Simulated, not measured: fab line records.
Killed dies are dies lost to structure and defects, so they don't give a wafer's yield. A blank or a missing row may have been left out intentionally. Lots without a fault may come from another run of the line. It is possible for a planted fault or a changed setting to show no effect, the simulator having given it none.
A struck lot beside a sound one :: flow sky130 :: 43 steps out of a route of 708
Sound: wafers L169.2, L169.4, L169.6. The struck wafers were L175.1, L175.2, L175.3. The cause is given at the end.
Each step with rows lists, per side, the tool, then ch with its chambers, then its first start. Under that, the readings that differ: sound wafers :: struck wafers :: difference of the means :: sigmas: that difference in standard deviations of wafers without a fault.
alike: readings with means less than 2 such deviations apart, plus words and numbers identical on both sides. not compared: withheld readings, readings lacking a value on some wafer, bounds such as >300 that could conceal the same value, and numbers that have no deviation in the record and whose values overlap.
A row with sigmas, a row that says differs or no value, or rows on one side alone: a step with any of these is where the two part. Numbers that have no deviation but don't overlap get no sigmas and don't part them. A reading missing from all wafers of one side parts the sides only when that side holds two or more wafers.

first, 8 steps without rows for these wafers: SKY_LDD_N_IMPLANT_08; SKY_LDD_N_IMPLANT_09; SKY_LDD_N_IMPLANT_10; SKY_LDD_N_IMPLANT_11; SKY_LDD_N_IMPLANT_12; SKY_LDD_N_IMPLANT_13; SKY_LDD_N_IMPLANT_14; SKY_LDD_N_IMPLANT_15.
SKY_LDD_N_STRIP_16: strips in O2/N2.
  sound on plasmaAsher-03 ch 0, day 21 05:44; struck on plasmaAsher-03 ch 0,1, day 22 23:05
  alike: drypumpMotorCurrentA, oesProductAu, stripTimeToEndpointS
  not compared: rfHoursCounterH
SKY_LDD_N_TW_MEAS_17:
  sound: filmMetro-02 at day 21 05:50; struck: filmMetro-02 at day 22 23:11
  alike: LDD_N_TW
then, 2 steps without rows for these wafers: SKY_LDD_P_DEHYDRATE_00 (time 60 s); SKY_LDD_P_HMDS_01 (prime time 60 s).
SKY_LDD_P_COAT_02: resist thk 1140 nm.
  sound on lithoTrack-01 ch 0, day 21 20:07; struck on lithoTrack-01, day 23 14:08
  no value came back on the struck wafers for chillPlateTempC (C), dispensePressureKPa (kPa); on the sound wafers chillPlateTempC (C) reads 23.11 22.99 23.07
then, 4 steps without rows for these wafers: SKY_LDD_P_SOFTBAKE_03 (time 60 s); SKY_LDD_P_EXPOSE_04 (exposes mask PSDM, target cd 380 nm); SKY_LDD_P_PEB_05; SKY_LDD_P_DEVELOP_06 (develop time 60 s).
SKY_LDD_P_CD_MEAS_07: the cd target is 380 nm.
  sound: cdSem-01 at day 22 12:02; struck: cdSem-02 at day 24 04:37
reading: cdNm (nm)
sound: 376.0 374.3 374.5
struck: - - -
difference: no value on the struck wafers
sigmas: 
SKY_LDD_P_OVL_MEAS_08:
  sound: overlay-01 at day 22 12:08; struck: overlay-01 at day 24 04:44
reading: LDD_P_OVL (nm)
sound: 0.4 -2.4 -1.6
struck: - - -
difference: no value on the struck wafers
sigmas: 
after that, 1 step had no rows for these wafers: SKY_LDD_P_IMPLANT_09.
SKY_LDD_P_STRIP_10: strips in O2/N2.
  sound on plasmaAsher-04 ch 0,1, day 22 12:19; struck on plasmaAsher-01 ch 0,1, day 24 04:55
  no value came back on the struck wafers for oesProductAu (a.u.), stripTimeToEndpointS (s); on the sound wafers oesProductAu (a.u.) reads 0.714 0.720 0.712
  alike: drypumpMotorCurrentA
  not compared: rfHoursCounterH
SKY_LDD_P_TW_MEAS_11:
  sound: filmMetro-04 at day 22 12:26; struck: filmMetro-03 at day 24 05:01
  alike: LDD_P_TW
then, 7 steps without rows for these wafers: SKY_LDD_HVN_DEHYDRATE_00 (time 60 s); SKY_LDD_HVN_HMDS_01 (prime time 60 s); SKY_LDD_HVN_COAT_02 (resist thk 300 nm); SKY_LDD_HVN_SOFTBAKE_03 (time 60 s); SKY_LDD_HVN_EXPOSE_04 (exposes mask HVNTM, target cd 700 nm); SKY_LDD_HVN_PEB_05; SKY_LDD_HVN_DEVELOP_06 (develop time 60 s).
SKY_LDD_HVN_OVL_MEAS_07:
  sound: overlay-02 at day 23 18:25; struck: overlay-01 at day 25 10:34
  alike: LDD_HVN_OVL
after that, 1 step had no rows for these wafers: SKY_LDD_HVN_IMPLANT_08.
SKY_LDD_HVN_STRIP_09: strips in O2/N2.
  sound on plasmaAsher-04 ch 0,1, day 23 18:42; struck on plasmaAsher-02 ch 0,1, day 25 10:45
  alike: drypumpMotorCurrentA, oesProductAu, stripTimeToEndpointS
  not compared: rfHoursCounterH
SKY_LDD_HVN_TW_MEAS_10:
  sound: filmMetro-02 at day 23 18:49; struck: filmMetro-03 at day 25 10:51
reading: LDD_HVN_TW
sound: 1408 1406 1406
struck: 1458 1444 1445
difference: +42
sigmas: +3
  not compared: hold
then, 7 steps without rows for these wafers: SKY_LDD_HVP_DEHYDRATE_00 (time 60 s); SKY_LDD_HVP_HMDS_01 (prime time 60 s); SKY_LDD_HVP_COAT_02 (resist thk 300 nm); SKY_LDD_HVP_SOFTBAKE_03 (time 60 s); SKY_LDD_HVP_EXPOSE_04 (exposes mask HVPTM, target cd 700 nm); SKY_LDD_HVP_PEB_05; SKY_LDD_HVP_DEVELOP_06 (develop time 60 s).
SKY_LDD_HVP_OVL_MEAS_07:
  sound: overlay-01 at day 24 23:28; struck: overlay-02 at day 26 15:53
  alike: LDD_HVP_OVL
after that, 1 step had no rows for these wafers: SKY_LDD_HVP_IMPLANT_08.
SKY_LDD_HVP_TW_MEAS_10:
  sound: filmMetro-02 at day 24 23:46; struck: filmMetro-01 at day 26 16:24
reading: LDD_HVP_TW
sound: 449 450 449
struck: 693 695 693
difference: +244
sigmas: +70
  not compared: hold

WHERE THEY PART
Earliest at SKY_LDD_P_COAT_02; latest, in this record, at SKY_LDD_HVP_TW_MEAS_10.

WHY: what had been put in by the simulator
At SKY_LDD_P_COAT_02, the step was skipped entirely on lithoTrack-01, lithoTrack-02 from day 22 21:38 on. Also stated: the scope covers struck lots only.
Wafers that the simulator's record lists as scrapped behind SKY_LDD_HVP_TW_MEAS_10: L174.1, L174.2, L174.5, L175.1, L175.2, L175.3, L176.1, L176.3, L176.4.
